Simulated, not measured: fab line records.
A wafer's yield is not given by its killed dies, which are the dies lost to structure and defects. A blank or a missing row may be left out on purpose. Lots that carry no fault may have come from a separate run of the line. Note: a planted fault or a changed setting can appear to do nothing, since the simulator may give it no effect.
Which of the tools did it? | flow gf180mcu | 72 wafers from 24 lots sampled at 6 of the route's 602 steps

WHAT THE GAUGES READ, wafer by wafer
GF_V1_CD_MEAS_14 targets a cd of 260 nm. Usual: cd-nm 259.8 nm, standard deviation 1.5.
lot  | measured     | on        | cd-nm (nm)        | flag
L074 | day 17 23:16 | cd-sem-01 | 259.6 259.1 259.4 |
L075 | day 18 18:16 | cd-sem-02 | 259.1 259.0 259.0 |
L076 | day 18 21:56 | cd-sem-01 | 257.9 259.0 258.4 |
L077 | day 19 10:42 | cd-sem-01 | 257.1 257.1 257.3 |
L078 | day 19 18:42 | cd-sem-02 | 259.9 260.7 258.9 |
L079 | day 20 05:38 | cd-sem-02 | 259.3 260.2 260.4 |
L080 | day 20 11:48 | cd-sem-02 | 261.1 259.3 260.7 |
L081 | day 21 04:01 | cd-sem-01 | 255.8 258.6 258.9 |
L082 | day 21 06:18 | cd-sem-01 | 261.4 260.4 260.6 |
L083 | day 21 15:13 | cd-sem-01 | 259.8 259.4 259.6 |
L084 | day 21 23:16 | cd-sem-02 | 259.8 260.4 260.8 |
L085 | day 22 09:55 | cd-sem-01 | 259.5 260.6 261.5 |
L086 | day 22 20:07 | cd-sem-01 | 257.5 258.2 258.1 |
L087 | day 23 07:07 | cd-sem-01 | 259.8 259.5 259.9 |
L088 | day 23 11:50 | cd-sem-01 | 261.6 261.3 260.9 |
L089 | day 23 15:11 | cd-sem-02 | 259.5 260.1 259.3 |
L090 | day 24 02:05 | cd-sem-01 | 261.6 260.7 259.6 |
L091 | day 24 10:07 | cd-sem-01 | 261.0 261.2 260.5 |
L092 | day 24 19:47 | cd-sem-01 | 263.1 262.1 261.7 |
L093 | day 25 07:38 | cd-sem-01 | 257.4 257.5 257.0 |
L094 | day 25 08:52 | cd-sem-01 | 259.8 259.7 259.0 |
L095 | day 25 13:53 | cd-sem-01 | 260.4 260.2 259.9 |
L096 | day 26 00:59 | cd-sem-01 | 260.8 260.5 260.7 |
L097 | day 26 10:03 | cd-sem-02 | 261.2 261.9 261.4 |

GF_M4_THK_MEAS_06: measures by xrf. Usual: M4_ALCU_THK 437 nm, standard deviation 3.6.
lot  | measured     | on            | M4_ALCU_THK (nm) | flag
L074 | day 22 07:08 | film-metro-02 | 440 440 441      |
L075 | day 23 01:59 | film-metro-04 | 429 437 433      |
L076 | day 23 05:18 | film-metro-03 | 439 440 437      |
L077 | day 23 17:23 | film-metro-03 | 440 441 439      |
L078 | day 24 00:23 | film-metro-04 | 435 432 430      |
L079 | day 24 11:08 | film-metro-02 | 436 433 433      |
L080 | day 24 15:35 | film-metro-03 | 434 437 439      |
L081 | day 25 06:58 | film-metro-02 | 434 432 429      |
L082 | day 25 08:32 | film-metro-03 | 437 440 439      |
L083 | day 25 17:41 | film-metro-03 | 435 436 436      |
L084 | day 25 23:49 | film-metro-02 | 433 435 435      |
L085 | day 26 09:31 | film-metro-03 | 441 441 436      |
L086 | day 26 19:17 | film-metro-03 | 436 439 436      |
L087 | day 27 05:45 | film-metro-04 | 439 438 435      |
L088 | day 27 08:11 | film-metro-02 | 441 440 440      |
L089 | day 27 12:38 | film-metro-03 | 434 434 430      |
L090 | day 27 22:02 | film-metro-03 | 438 438 439      |
L091 | day 28 04:53 | film-metro-02 | 431 434 440      |
L092 | day 28 14:28 | film-metro-03 | 444 443 446      |
L093 | day 29 00:59 | film-metro-03 | 443 441 439      |
L094 | day 29 03:05 | film-metro-02 | 439 438 444      |
L095 | day 29 06:03 | film-metro-02 | 438 434 435      |
L096 | day 29 17:05 | film-metro-04 | 442 438 440      |
L097 | day 30 01:21 | film-metro-03 | 439 440 434      |

GF_V4_RS_MEAS_24: measures by four-point-probe. Usual: V4_W_RS 0.323 ohm/sq, standard deviation 0.0059.
lot  | measured     | on            | V4_W_RS (ohm/sq)  | flag
L074 | day 24 07:49 | film-metro-02 | 0.323 0.315 0.325 |
L075 | day 25 00:40 | film-metro-04 | 0.331 0.321 0.331 |
L076 | day 25 04:52 | film-metro-02 | 0.324 0.316 0.317 |
L077 | day 25 16:02 | film-metro-04 | 0.315 0.328 0.316 |
L078 | day 25 21:13 | film-metro-04 | 0.328 0.319 0.328 |
L079 | day 26 07:13 | film-metro-04 | 0.325 0.320 0.318 |
L080 | day 26 12:25 | film-metro-01 | 0.323 0.326 0.315 |
L081 | day 27 02:40 | film-metro-01 | 0.318 0.329 0.316 |
L082 | day 27 04:35 | film-metro-01 | 0.323 0.329 0.325 |
L083 | day 27 13:57 | film-metro-04 | 0.319 0.329 0.315 |
L084 | day 27 19:26 | film-metro-02 | 0.328 0.318 0.318 |
L085 | day 28 05:04 | film-metro-02 | 0.325 0.322 0.320 |
L086 | day 28 13:37 | film-metro-04 | 0.329 0.328 0.325 |
L087 | day 28 23:48 | film-metro-02 | 0.321 0.334 0.330 |
L088 | day 29 03:04 | film-metro-04 | 0.323 0.317 0.325 |
L089 | day 29 06:10 | film-metro-01 | 0.333 0.330 0.330 |
L090 | day 29 14:24 | film-metro-04 | 0.318 0.315 0.329 |
L091 | day 29 21:43 | film-metro-01 | 0.312 0.327 0.318 |
L092 | day 30 05:59 | film-metro-02 | 0.319 0.327 0.328 |
L093 | day 30 16:54 | film-metro-01 | 0.327 0.319 0.327 |
L094 | day 30 19:00 | film-metro-02 | 0.320 0.329 0.317 |
L095 | day 30 21:57 | film-metro-01 | 0.331 0.330 0.317 |
L096 | day 31 07:21 | film-metro-02 | 0.328 0.330 0.319 |
L097 | day 31 15:49 | film-metro-02 | 0.324 0.327 0.324 |

WHICH TOOL RAN EACH LOT (tool, then ch and the chambers of the sampled wafers, then the start)
lot  | GF_CONTACT_STRIP_18                  | GF_V2_CVD_02                    | GF_M4_SPUTTER_01
L074 | plasma-asher-02 ch 0,1, day 15 23:07 | pecvd-03 ch 0,1, day 19 02:02   | pvd-sputter-04, day 22 06:53
L075 | plasma-asher-01 ch 0,1, day 16 17:02 | pecvd-03 ch 0,1,2, day 19 21:38 | pvd-sputter-02, day 23 01:43
L076 | plasma-asher-01 ch 0,1, day 16 20:00 | pecvd-03 ch 0,1, day 20 00:56   | pvd-sputter-02, day 23 05:04
L077 | plasma-asher-02 ch 0,1, day 17 08:32 | pecvd-01 ch 1,2, day 20 13:34   | pvd-sputter-04, day 23 17:08
L078 | plasma-asher-04 ch 0,1, day 17 16:53 | pecvd-03 ch 0,1,2, day 20 21:21 | pvd-sputter-04, day 24 00:08
L079 | plasma-asher-02 ch 0,1, day 18 02:50 | pecvd-03 ch 0,1,2, day 21 08:15 | pvd-sputter-02, day 24 10:54
L080 | plasma-asher-04 ch 0,1, day 18 08:39 | pecvd-03 ch 1,2, day 21 14:14   | pvd-sputter-02, day 24 15:20
L081 | plasma-asher-02 ch 0,1, day 19 00:39 | pecvd-03 ch 0,1,2, day 22 06:32 | pvd-sputter-02, day 25 06:44
L082 | plasma-asher-02 ch 0,1, day 19 03:35 | pecvd-01 ch 1,2, day 22 08:02   | pvd-sputter-04, day 25 08:17
L083 | plasma-asher-04 ch 0,1, day 19 12:46 | pecvd-03 ch 1,2, day 22 17:34   | pvd-sputter-03, day 25 17:27
L084 | plasma-asher-04 ch 0,1, day 19 21:16 | pecvd-02 ch 0,1,2, day 23 00:53 | pvd-sputter-04, day 25 23:35
L085 | plasma-asher-04 ch 0,1, day 20 09:11 | pecvd-02 ch 0,2, day 23 11:40   | pvd-sputter-04, day 26 09:14
L086 | plasma-asher-04 ch 0,1, day 20 17:50 | pecvd-01 ch 0,1,2, day 23 21:44 | pvd-sputter-02, day 26 19:03
L087 | plasma-asher-02 ch 0,1, day 21 05:17 | pecvd-02 ch 0,1, day 24 08:06   | pvd-sputter-04, day 27 05:31
L088 | plasma-asher-04 ch 0,1, day 21 11:02 | pecvd-01 ch 0,1, day 24 12:06   | pvd-sputter-03, day 27 07:57
L089 | plasma-asher-04 ch 0, day 21 13:41   | pecvd-03 ch 0,1, day 24 15:53   | pvd-sputter-04, day 27 12:23
L090 | plasma-asher-01 ch 0,1, day 22 01:44 | pecvd-03 ch 1,2, day 25 02:31   | pvd-sputter-02, day 27 21:48
L091 | plasma-asher-04 ch 0,1, day 22 09:08 | pecvd-02 ch 0,1,2, day 25 10:10 | pvd-sputter-02, day 28 04:38
L092 | plasma-asher-02 ch 0,1, day 22 20:27 | pecvd-01 ch 0,1, day 25 20:02   | pvd-sputter-03, day 28 14:13
L093 | plasma-asher-01 ch 0,1, day 23 08:28 | pecvd-01 ch 0,1,2, day 26 07:23 | pvd-sputter-03, day 29 00:43
L094 | plasma-asher-01 ch 0,1, day 23 09:47 | pecvd-03 ch 1,2, day 26 08:20   | pvd-sputter-04, day 29 02:51
L095 | plasma-asher-01 ch 0,1, day 23 15:08 | pecvd-02 ch 0,1, day 26 12:47   | pvd-sputter-02, day 29 05:49
L096 | plasma-asher-01 ch 0,1, day 24 03:35 | pecvd-03 ch 0,1, day 27 00:49   | pvd-sputter-02, day 29 16:50
L097 | plasma-asher-02 ch 0,1, day 24 10:18 | pecvd-03 ch 1,2, day 27 09:27   | pvd-sputter-04, day 30 01:06
- GF_CONTACT_STRIP_18: strips in O2/N2.
- GF_V2_CVD_02: deposits SiO2 from TEOS, target thk 850 nm, time 94.851 s.
- GF_M4_SPUTTER_01: material TiN, target thk 30 nm, time 25 s.

AS READ BY THE TOOLS THEMSELVES (means over the sampled wafers that have a number; for cases with no such wafer, the mark the record gives instead)
GF_CONTACT_STRIP_18. Usual: drypump-motor-current-A 6.1 A, standard deviation 0.33; heater-power-w 335 W, standard deviation 26; oes-product-au 0.580 a.u., standard deviation 0.0052.
lot  | tool            | drypump-motor-current-A (A) | heater-power-w (W) | oes-product-au (a.u.) | flag
L074 | plasma-asher-02 | 6.2                         | 332                | 0.577                 |
L075 | plasma-asher-01 | 5.7                         | 364                | 0.579                 |
L076 | plasma-asher-01 | 6.0                         | 378                | 0.580                 |
L077 | plasma-asher-02 | 6.3                         | 335                | 0.584                 |
L078 | plasma-asher-04 | 6.3                         | 330                | 0.579                 |
L079 | plasma-asher-02 | 6.2                         | 335                | 0.577                 |
L080 | plasma-asher-04 | 6.3                         | 322                | 0.582                 |
L081 | plasma-asher-02 | 6.3                         | 332                | 0.579                 |
L082 | plasma-asher-02 | 6.3                         | 339                | 0.583                 |
L083 | plasma-asher-04 | 6.2                         | 310                | 0.588                 |
L084 | plasma-asher-04 | 6.2                         | 313                | 0.581                 |
L085 | plasma-asher-04 | 6.1                         | 311                | 0.581                 |
L086 | plasma-asher-04 | 6.2                         | 306                | 0.583                 |
L087 | plasma-asher-02 | 6.3                         | 333                | 0.580                 |
L088 | plasma-asher-04 | 6.3                         | 326                | 0.581                 |
L089 | plasma-asher-04 | 6.0                         | 296                | 0.586                 |
L090 | plasma-asher-01 | 5.9                         | 364                | 0.579                 |
L091 | plasma-asher-04 | 6.2                         | 311                | 0.575                 |
L092 | plasma-asher-02 | 6.3                         | 334                | 0.584                 |
L093 | plasma-asher-01 | 5.7                         | 345                | 0.579                 |
L094 | plasma-asher-01 | 6.0                         | 363                | 0.581                 |
L095 | plasma-asher-01 | 6.0                         | 361                | 0.578                 |
L096 | plasma-asher-01 | 6.0                         | 359                | 0.582                 |
L097 | plasma-asher-02 | 6.2                         | 339                | 0.576                 |

GF_V2_CVD_02. Usual: heater-power-w 628 W, standard deviation 71.
lot  | tool     | heater-power-w (W) | flag
L074 | pecvd-03 | 659                |
L075 | pecvd-03 | 646                |
L076 | pecvd-03 | 655                |
L077 | pecvd-01 | 502                |
L078 | pecvd-03 | 629                |
L079 | pecvd-03 | 701                |
L080 | pecvd-03 | 706                |
L081 | pecvd-03 | 652                |
L082 | pecvd-01 | 509                |
L083 | pecvd-03 | 623                |
L084 | pecvd-02 | 625                |
L085 | pecvd-02 | 604                |
L086 | pecvd-01 | 546                |
L087 | pecvd-02 | 610                |
L088 | pecvd-01 | 540                |
L089 | pecvd-03 | 656                |
L090 | pecvd-03 | 664                |
L091 | pecvd-02 | 668                |
L092 | pecvd-01 | 601                |
L093 | pecvd-01 | 571                |
L094 | pecvd-03 | 669                |
L095 | pecvd-02 | 623                |
L096 | pecvd-03 | 630                |
L097 | pecvd-03 | 684                |

GF_M4_SPUTTER_01. Usual: throttle-valve-pct 30.4 %, standard deviation 0.9.
lot  | tool           | throttle-valve-pct (%) | flag
L074 | pvd-sputter-04 | 31.2                   |
L075 | pvd-sputter-02 | 30.0                   |
L076 | pvd-sputter-02 | 30.3                   |
L077 | pvd-sputter-04 | 30.3                   |
L078 | pvd-sputter-04 | 30.2                   |
L079 | pvd-sputter-02 | 29.9                   |
L080 | pvd-sputter-02 | 30.0                   |
L081 | pvd-sputter-02 | 30.3                   |
L082 | pvd-sputter-04 | 30.9                   |
L083 | pvd-sputter-03 | 30.9                   |
L084 | pvd-sputter-04 | 31.0                   |
L085 | pvd-sputter-04 | 30.5                   |
L086 | pvd-sputter-02 | 29.9                   |
L087 | pvd-sputter-04 | 30.7                   |
L088 | pvd-sputter-03 | 30.4                   |
L089 | pvd-sputter-04 | 30.6                   |
L090 | pvd-sputter-02 | 30.0                   |
L091 | pvd-sputter-02 | 30.6                   |
L092 | pvd-sputter-03 | 31.1                   |
L093 | pvd-sputter-03 | 30.4                   |
L094 | pvd-sputter-04 | 30.8                   |
L095 | pvd-sputter-02 | 29.6                   |
L096 | pvd-sputter-02 | 30.3                   |
L097 | pvd-sputter-04 | 30.5                   |

THE ANSWER, worked out from the rows above alone
Rule: lot off if the mean of its wafers having a number is beyond 3 standard deviations from the usual mean. Also off: a lot with no number at a reading for which 4 or more lots have one. All remaining lots with rows at the step are treated as sound. After the gauges, taken in route order, come the tools' own readings; for these a lot's mean is taken, as printed above. The first step at which some lot is off is used, and at that step the reading that is off furthest; a lot without a number counts as furthest.
None of the lots is off at any reading shown; this tells nothing.

WHAT THE SIMULATOR PUT IN
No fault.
